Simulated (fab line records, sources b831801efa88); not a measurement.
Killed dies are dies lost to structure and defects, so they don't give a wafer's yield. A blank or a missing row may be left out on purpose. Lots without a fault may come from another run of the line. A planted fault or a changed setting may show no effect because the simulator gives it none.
A struck lot beside a sound one | flow gf180mcu | 43 steps out of a route of 602
Sound: wafers L486.1, L486.3, L486.6. Struck: wafers L493.1, L493.2, L493.4. The cause comes at the end.
At each step with rows: each side's tool, then ch and its chambers, then its first start. Under that, the readings that differ: sound wafers | struck wafers | difference of the means | sigmas: that difference in standard deviations of wafers without a fault.
alike: readings whose means differ by less than 2 such deviations, and words and numbers that are the same on both sides. not compared: withheld readings, readings that some wafer has no value for, bounds like >300 that may hide the same value, and numbers for which the record gives no deviation and whose values overlap.
The two part at a step that has a row with sigmas, a row that says differs or no value, or rows on one side only. Numbers that don't overlap but have no deviation are shown without sigmas and don't part them. A reading that every wafer of one side lacks parts them only if that side has two wafers or more.

GF_POLY_GATE_THK_MEAS_17:
  sound on film_metro-03, day 10 10:55; struck on film_metro-02, day 12 05:07
  alike: POLY_GATE_OXIDATION_THK
GF_POLY_GATE_CD_MEAS_18:
  sound on cd_sem-02, day 10 11:00; struck on cd_sem-01, day 12 05:10
  alike: cd_nm
then, 7 steps without rows for these wafers: GF_HV_LDD_DEHYDRATE_00 (time 60 s); GF_HV_LDD_HMDS_01 (prime time 60 s); GF_HV_LDD_COAT_02 (resist thk 1000 nm); GF_HV_LDD_SOFTBAKE_03 (time 60 s); GF_HV_LDD_EXPOSE_04 (exposes mask Nplus LV AREA, target cd 400 nm); GF_HV_LDD_PEB_05; GF_HV_LDD_DEVELOP_06 (develop time 62.09 s).
GF_HV_LDD_CD_MEAS_07: target cd 400 nm.
  sound on cd_sem-02, day 11 05:20; struck on cd_sem-02, day 13 00:20
  alike: cd_nm
GF_HV_LDD_OVL_MEAS_08:
  sound on overlay-02, day 11 05:28; struck on overlay-01, day 13 00:27
  alike: HV_LDD_OVL
then, 1 step without rows for these wafers: GF_HV_LDD_IMPLANT_09.
GF_HV_LDD_STRIP_10: strips in O2/N2.
  sound on plasma_asher-01 ch 0, day 11 05:41; struck on plasma_asher-01 ch 0,1, day 13 00:38
  alike: chamber_pressure_mTorr, drypump_motor_current_A, heater_power_w, oes_product_au, strip_time_to_endpoint_s
  not compared: rf_hours_counter_h
GF_HV_LDD_TW_MEAS_11:
  sound on film_metro-02, day 11 05:47; struck on film_metro-01, day 13 00:44
  alike: HV_LDD_TW
then, 7 steps without rows for these wafers: GF_HV_LDD_DEHYDRATE_12 (time 60 s); GF_HV_LDD_HMDS_13 (prime time 60 s); GF_HV_LDD_COAT_14 (resist thk 1000 nm); GF_HV_LDD_SOFTBAKE_15 (time 60 s); GF_HV_LDD_EXPOSE_16 (exposes mask Pplus LV AREA, target cd 400 nm); GF_HV_LDD_PEB_17; GF_HV_LDD_DEVELOP_18 (develop time 60 s).
GF_HV_LDD_CD_MEAS_19: target cd 400 nm.
  sound on cd_sem-02, day 12 00:32; struck on cd_sem-01, day 13 20:19
  alike: cd_nm
GF_HV_LDD_OVL_MEAS_20:
  sound on overlay-01, day 12 00:40; struck on overlay-01, day 13 20:26
  alike: HV_LDD_01_OVL
then, 1 step without rows for these wafers: GF_HV_LDD_IMPLANT_21.
GF_HV_LDD_STRIP_22: strips in O2/N2.
  sound on plasma_asher-02 ch 0,1, day 12 00:50; struck on plasma_asher-03 ch 0,1, day 13 20:37
  alike: chamber_pressure_mTorr, drypump_motor_current_A, heater_power_w, oes_product_au, strip_time_to_endpoint_s
  not compared: rf_hours_counter_h
GF_HV_LDD_TW_MEAS_23:
  sound on film_metro-02, day 12 00:56; struck on film_metro-01, day 13 20:43
  alike: HV_LDD_2_TW
then, 7 steps without rows for these wafers: GF_HV_LDD_DEHYDRATE_24 (time 60 s); GF_HV_LDD_HMDS_25 (prime time 60 s); GF_HV_LDD_COAT_26 (resist thk 1000 nm); GF_HV_LDD_SOFTBAKE_27 (time 60 s); GF_HV_LDD_EXPOSE_28 (exposes mask Nplus HV AREA, target cd 400 nm); GF_HV_LDD_PEB_29; GF_HV_LDD_DEVELOP_30 (develop time 60 s).
GF_HV_LDD_CD_MEAS_31: target cd 400 nm.
  sound on cd_sem-01, day 12 19:25; struck on cd_sem-01, day 14 17:41
  alike: cd_nm
GF_HV_LDD_OVL_MEAS_32:
  sound on overlay-01, day 12 19:32; struck on overlay-02, day 14 17:48
  alike: HV_LDD_02_OVL
then, 4 steps without rows for these wafers: GF_HV_LDD_IMPLANT_33; GF_HV_LDD_IMPLANT_34; GF_HV_LDD_IMPLANT_35; GF_HV_LDD_IMPLANT_36.
GF_HV_LDD_STRIP_37: strips in O2/N2.
  sound on plasma_asher-01 ch 0,1, day 12 20:10; struck on plasma_asher-01 ch 0,1, day 14 18:26
  alike: chamber_pressure_mTorr, drypump_motor_current_A, heater_power_w, oes_product_au, strip_time_to_endpoint_s
  not compared: rf_hours_counter_h
GF_HV_LDD_TW_MEAS_38:
  sound on film_metro-04, day 12 20:16; struck on film_metro-01, day 14 18:32
  alike: HV_LDD_3_TW
then, 1 step without rows for these wafers: GF_HV_LDD_DEHYDRATE_39 (time 60 s).
-- the record jumps here: 17 days lie between the struck wafers' starts before and after (it left off in module HV_LDD and takes up again in module PASSIVATION, whose first step shown is number 602 of the route) --
GF_PASSIVATION_PROBE_99:
  the record has rows for the struck wafers here (prober-02, day 31 19:25) and none for the sound ones

WHERE THEY PART
Only at GF_PASSIVATION_PROBE_99, within this record.

WHY: what the simulator had put in
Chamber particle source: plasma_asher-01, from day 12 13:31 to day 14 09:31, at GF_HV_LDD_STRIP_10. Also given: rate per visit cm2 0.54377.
